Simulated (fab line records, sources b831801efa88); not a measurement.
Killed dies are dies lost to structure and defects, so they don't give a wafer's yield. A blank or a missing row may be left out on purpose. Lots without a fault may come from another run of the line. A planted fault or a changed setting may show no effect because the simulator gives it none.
Chamber matching | flow gf180mcu | GF_STI_CMP_25 on cmp-01: 4 sister chambers
The step polishes, stops on Si3N4, t overpolish 33 s, target thk 524.6 nm. 8 wafers are shown with their chamber, then 8 later ones without.

WAFERS WITH THEIR CHAMBER
wafer  | chamber | motor_current_A (A) | overpolish_run_s (s)
L077.4 | 0       | 13.4                | 32.990
L078.3 | 0       | 13.4                | 33.017
L080.5 | 1       | 11.9                | 33.002
L080.6 | 2       | 12.5                | 32.997
L082.1 | 3       | 12.2                | 32.997
L082.2 | 1       | 11.0                | 33.002
L082.6 | 2       | 12.1                | 32.993
L086.1 | 3       | 12.7                | 32.999

WAFERS WITHOUT THEIR CHAMBER
wafer  | motor_current_A (A) | overpolish_run_s (s)
L086.2 | 12.3                | 33.005
L086.5 | 12.3                | 33.004
L093.1 | 12.1                | 33.004
L093.2 | 12.0                | 32.998
L093.6 | 12.1                | 32.999
L094.1 | 12.5                | 32.994
L094.5 | 11.6                | 33.003
L094.6 | 12.0                | 32.996

WHICH CHAMBER EACH WENT THROUGH
wafer  | from the rows above          | in truth
L086.2 | can't be placed: 3 or 2 or 1 | 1
L086.5 | can't be placed: 3 or 2 or 1 | 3
L093.1 | can't be placed: 2 or 3 or 1 | 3
L093.2 | can't be placed: 2 or 3 or 1 | 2
L093.6 | can't be placed: 2 or 3 or 1 | 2
L094.1 | can't be placed: 3 or 2      | 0
L094.5 | can't be placed: 1 or 2 or 3 | 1
L094.6 | can't be placed: 2 or 3 or 1 | 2
Placed correctly: 0 of 8. Can't be placed from these rows: 8 (the true chamber is among the candidates in 7). Placed wrongly: 0.
How it was worked out, from the rows above alone: a wafer's distance from a chamber is the root of the sum, over the readings, of the square of ((its reading less the chamber's mean) divided by the reading's scatter). The wafer belongs to the nearest chamber; if the next one is less than 2 further off, it can't be placed. A chamber's mean is the mean of its shown wafers. The scatter: the root of (the sum of the squares of (reading less its chamber's mean) over the shown wafers, divided by (wafers less chambers)).
